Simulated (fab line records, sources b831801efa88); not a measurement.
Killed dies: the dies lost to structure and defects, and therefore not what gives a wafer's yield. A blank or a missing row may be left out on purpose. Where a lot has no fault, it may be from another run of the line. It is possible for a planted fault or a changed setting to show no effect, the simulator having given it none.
Comparing a struck lot with a sound one | flow gf180mcu | 16 steps out of a route of 602
Sound: the wafers L157.1, L157.2, L157.3. Struck: wafer L162.3 (L162.1, L162.5, from the same lot, were not struck and are left out); the cause is given at the end.
Order at every step that has rows: each side's tool, ch and its chambers, its first start. Under that, the readings that differ: sound wafers | struck wafers | difference of the means | sigmas: that difference in standard deviations of wafers without a fault.
alike: readings whose means differ by less than 2 such deviations, and words and numbers that are the same on both sides. not compared: withheld readings, readings that some wafer has no value for, bounds like >300 that may hide the same value, and numbers for which the record gives no deviation and whose values overlap.
The two part at a step that has a row with sigmas, a row that says differs or no value, or rows on one side only. Numbers that don't overlap but have no deviation are shown without sigmas and don't part them. A reading missing from all wafers of one side parts the sides only when that side holds two or more wafers.

first, 3 steps without rows for these wafers: GF_M5_EXPOSE_04 (exposes mask Metal5, target cd 280 nm); GF_M5_PEB_05 (peb time 90 s); GF_M5_DEVELOP_06 (develop time 60 s).
GF_M5_CD_MEAS_07: target cd 280 nm.
  sound: cd_sem-02 at day 27 00:20; struck: cd_sem-02 at day 28 16:01
  alike: cd_nm
GF_M5_OVL_MEAS_08:
  sound: overlay-02 at day 27 00:27; struck: overlay-02 at day 28 16:08
  alike: M5_OVL
GF_M5_ETCH_09: etches Si3N4 in CF4/O2, target depth 52 nm, time 11.6 s.
  sound on rie_diel-04 ch 0,1,3, day 27 00:29; struck on rie_diel-03 ch 0, day 28 16:10
  reading                | sound             | struck | difference | sigmas
  oes_product_au (a.u.)  | 1.007 1.002 1.005 | 0.990  | -0.015     | -2
  rf_hours_counter_h (h) | 10 18 8           | 27     | +15        |
  alike: drypump_motor_current_A, throttle_valve_pct
GF_M5_METAL_ETCH_10: etches the open film in Cl2/BCl3, stops on SiO2, target depth 750.8 nm, time 125.1 s.
  sound on rie_metal-04 ch 0,1, day 27 00:31; struck on rie_metal-01 ch 1, day 28 16:12
  reading                     | sound       | struck | difference | sigmas
  drypump_motor_current_A (A) | 5.3 5.8 5.8 | 6.4    | +0.8       | +2
  alike: oes_product_au, throttle_valve_pct
  not compared: rf_hours_counter_h
GF_M5_STRIP_11: strips in O2/N2.
  sound on plasma_asher-01 ch 0,1, day 27 00:38; struck on plasma_asher-02 ch 0, day 28 16:22
  alike: drypump_motor_current_A, heater_power_w, oes_product_au, strip_time_to_endpoint_s
  not compared: rf_hours_counter_h
then, 3 steps without rows for these wafers: GF_M5_STRIP_12 (strips in post etch residue remover, time 1200 s); GF_M5_CLEAN_13 (cleans in DIW); GF_V5_CVD_00 (deposits SiO2, target thk 300 nm, time 50 s).
GF_V5_THK_MEAS_01:
  sound: film_metro-02 at day 27 01:14; struck: film_metro-03 at day 28 16:57
  alike: V5_CVD_00_THK
GF_V5_CVD_02: deposits SiO2 from TEOS, target thk 1450 nm, time 163.28 s.
  sound on pecvd-02 ch 0,1,2, day 27 01:17; struck on pecvd-01 ch 1, day 28 17:01
  reading                             | sound          | struck | difference | sigmas
  model.SiO2_of_V5_CVD_02.thk_nm (nm) | 1449 1446 1456 | 1537   | +87        |
  alike: heater_power_w
GF_V5_THK_MEAS_03:
  sound: film_metro-04 at day 27 01:23; struck: film_metro-03 at day 28 17:20
  reading            | sound          | struck | difference | sigmas
  V5_CVD_02_THK (nm) | 1448 1446 1457 | 1537   | +87        | +5
  not compared: hold
GF_V5_CMP_04: polishes SiO2.
  sound on cmp-02 ch 0,2,3, day 27 01:27; struck on cmp-02 ch 0, day 29 03:06
  reading | sound | struck                   | difference                   | sigmas
  hold    | - - - | await_dispo/8.8h/release | no value on the sound wafers |
  alike: motor_current_A, retaining_ring_pressure_frac
then, 1 step without rows for these wafers: GF_PASSIVATION_PROBE_99.

## WHERE THEY PART
At GF_M5_ETCH_09 first; at GF_V5_CMP_04 last (within this record only).

WHY: the cause the simulator had injected
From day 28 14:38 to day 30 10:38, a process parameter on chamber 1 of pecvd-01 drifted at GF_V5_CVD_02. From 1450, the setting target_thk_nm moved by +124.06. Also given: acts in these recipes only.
